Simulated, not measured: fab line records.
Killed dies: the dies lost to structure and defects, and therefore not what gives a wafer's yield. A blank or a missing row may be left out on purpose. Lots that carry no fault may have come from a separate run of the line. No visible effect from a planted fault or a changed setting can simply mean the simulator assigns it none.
Which tool did it? | flow sfq-line | 42 wafers from 15 lots sampled at 3 of the route's 325 steps

## WHAT THE GAUGES READ, wafer by wafer
The record holds no reading of a measuring or inspecting step that can be judged against a usual standard deviation.

## TOOL THAT RAN EACH LOT (tool first, then ch and the chambers of the sampled wafers, then the start)
lot  | SFQ_TRILAYER_I0_CMP_CMP_028   | SFQ_TRILAYER_I0_METRO_MEASURE_029 | SFQ_TRILAYER_I0_VIA_ETCH_VIA_ETCH_034
L354 | cmp-02 ch 2,3, day 8 03:23    | film-metro-01, day 8 06:43        | rie-diel-04 ch 1,2, day 10 17:29
L355 | cmp-01 ch 0,1, day 8 05:16    | film-metro-04, day 8 08:23        | rie-diel-01 ch 0,2,3, day 10 18:41
L356 | cmp-01 ch 0,3, day 8 11:46    | film-metro-01, day 8 14:23        | rie-diel-01 ch 1,2,3, day 10 23:29
L357 | cmp-02 ch 0,2, day 8 13:29    | film-metro-04, day 8 15:37        | rie-diel-04 ch 1,3, day 11 03:05
L358 | cmp-02 ch 0,1, day 8 16:04    | film-metro-01, day 8 19:11        | rie-diel-04 ch 0,2, day 11 08:38
L359 | cmp-02 ch 2, day 9 02:44      | film-metro-01, day 9 05:46        | rie-diel-01 ch 0, day 11 18:14
L367 | cmp-02 ch 2,3, day 11 20:20   | film-metro-01, day 11 23:28       | rie-diel-02 ch 0,1, day 14 20:29
L368 | cmp-02 ch 0,1, day 12 02:50   | film-metro-01, day 12 05:28       | rie-diel-01 ch 0,2,3, day 15 00:05
L369 | cmp-02 ch 0,1,2, day 12 05:20 | film-metro-01, day 12 08:40       | rie-diel-01 ch 0,1,2, day 15 03:41
L370 | cmp-01 ch 2,3, day 12 14:38   | film-metro-02, day 12 18:09       | rie-diel-02 ch 0,2,3, day 15 10:53
L371 | cmp-01 ch 0,2,3, day 12 20:38 | film-metro-01, day 12 23:45       | rie-diel-01 ch 0,2,3, day 15 15:41
L372 | cmp-02 ch 0,1, day 13 03:49   | film-metro-02, day 13 06:56       | rie-diel-01 ch 1,3, day 15 22:53
L373 | cmp-02 ch 1,3, day 13 13:34   | film-metro-02, day 13 16:23       | rie-diel-02 ch 1,3, day 16 10:53
L374 | cmp-01 ch 0,3, day 13 15:08   | film-metro-04, day 13 17:45       | rie-diel-04 ch 0,1, day 16 12:05
L375 | cmp-01 ch 1,2,3, day 14 01:08 | film-metro-01, day 14 03:21       | rie-diel-01 ch 1,2,3, day 16 19:20
- SFQ_TRILAYER_I0_CMP_CMP_028: polishes SiO2.
- SFQ_TRILAYER_I0_METRO_MEASURE_029
- SFQ_TRILAYER_I0_VIA_ETCH_VIA_ETCH_034: etches SiO2 in CHF3, stops on Nb, target depth 260 nm.

## WHAT THE TOOLS THEMSELVES READ (means of the sampled wafers that have a number; where no wafer has one, the mark that the record gives instead)
SFQ_TRILAYER_I0_CMP_CMP_028.
lot  | tool   | edge-zone-pressure-frac | motor-current-A (A) | time-to-endpoint-s (s)
L354 | cmp-02 | 0.994                   | 10.6                | 220
L355 | cmp-01 | 1.001                   | 9.4                 | 212
L356 | cmp-01 | 1.002                   | 9.1                 | 212
L357 | cmp-02 | 1.004                   | 9.8                 | 206
L358 | cmp-02 | 1.002                   | 9.1                 | 196
L359 | cmp-02 | 1.006                   | 10.3                | 188
L367 | cmp-02 | 1.000                   | 10.6                | 224
L368 | cmp-02 | 0.996                   | 9.3                 | 218
L369 | cmp-02 | 1.002                   | 9.5                 | 213
L370 | cmp-01 | 1.003                   | 9.8                 | 214
L371 | cmp-01 | 0.999                   | 9.8                 | 223
L372 | cmp-02 | 1.001                   | 9.1                 | 212
L373 | cmp-02 | 1.003                   | 9.8                 | 211
L374 | cmp-01 | 0.998                   | 9.5                 | 215
L375 | cmp-01 | 0.993                   | 9.5                 | 219

SFQ_TRILAYER_I0_METRO_MEASURE_029.
lot  | tool          | thk-nm (nm)
L354 | film-metro-01 | 200.6
L355 | film-metro-04 | 199.7
L356 | film-metro-01 | 198.9
L357 | film-metro-04 | 225.6
L358 | film-metro-01 | 224.9
L359 | film-metro-01 | 252.7
L367 | film-metro-01 | 202.1
L368 | film-metro-01 | 199.4
L369 | film-metro-01 | 200.7
L370 | film-metro-02 | 201.7
L371 | film-metro-01 | 200.3
L372 | film-metro-02 | 198.7
L373 | film-metro-02 | 199.1
L374 | film-metro-04 | 200.1
L375 | film-metro-01 | 200.2

SFQ_TRILAYER_I0_VIA_ETCH_VIA_ETCH_034.
lot  | tool        | drypump-motor-current-A (A) | oes-product-au (a.u.)
L354 | rie-diel-04 | 5.8                         | 0.856
L355 | rie-diel-01 | 5.6                         | 0.855
L356 | rie-diel-01 | 5.9                         | 0.853
L357 | rie-diel-04 | 5.8                         | 0.919
L358 | rie-diel-04 | 5.8                         | 0.912
L359 | rie-diel-01 | 4.8                         | 0.978
L367 | rie-diel-02 | 6.1                         | 0.858
L368 | rie-diel-01 | 5.5                         | 0.849
L369 | rie-diel-01 | 5.5                         | 0.858
L370 | rie-diel-02 | 6.0                         | 0.858
L371 | rie-diel-01 | 5.5                         | 0.854
L372 | rie-diel-01 | 5.8                         | 0.847
L373 | rie-diel-02 | 6.0                         | 0.848
L374 | rie-diel-04 | 5.7                         | 0.853
L375 | rie-diel-01 | 5.9                         | 0.856

## THE ANSWER, worked out from the rows above alone
Rule: what is usual is taken from the lots themselves. The widest of any qualifying gaps counts: lots, ordered by their means at a reading, are off when they make up no more than a third of the lots, leave a main group of 4 or more, and stand apart from it by 3 or more times the standard deviation of that group's means. A main group whose means are all the same, to the digits that the tables above print for the reading, isn't used. A lot without any number at a reading at which 4 lots or more have one is off too. Any other lot the step has rows for is counted as sound. Order of review: gauges by route order, followed by the tools' own readings, for which a lot's mean as printed above is used. The first step at which some lot is off is used, and at that step the reading that is off furthest; a lot without a number counts as furthest.
Off, at SFQ_TRILAYER_I0_METRO_MEASURE_029 on thk-nm: L357, L358, L359. Mean 200.1 nm and standard deviation 1 in the main group.
A tool fits if, at that step or a process step before it, it ran every lot that is off, and no sound lot after the first of them. Of those tried, none fits.

## WHAT WAS PUT IN BY THE SIMULATOR
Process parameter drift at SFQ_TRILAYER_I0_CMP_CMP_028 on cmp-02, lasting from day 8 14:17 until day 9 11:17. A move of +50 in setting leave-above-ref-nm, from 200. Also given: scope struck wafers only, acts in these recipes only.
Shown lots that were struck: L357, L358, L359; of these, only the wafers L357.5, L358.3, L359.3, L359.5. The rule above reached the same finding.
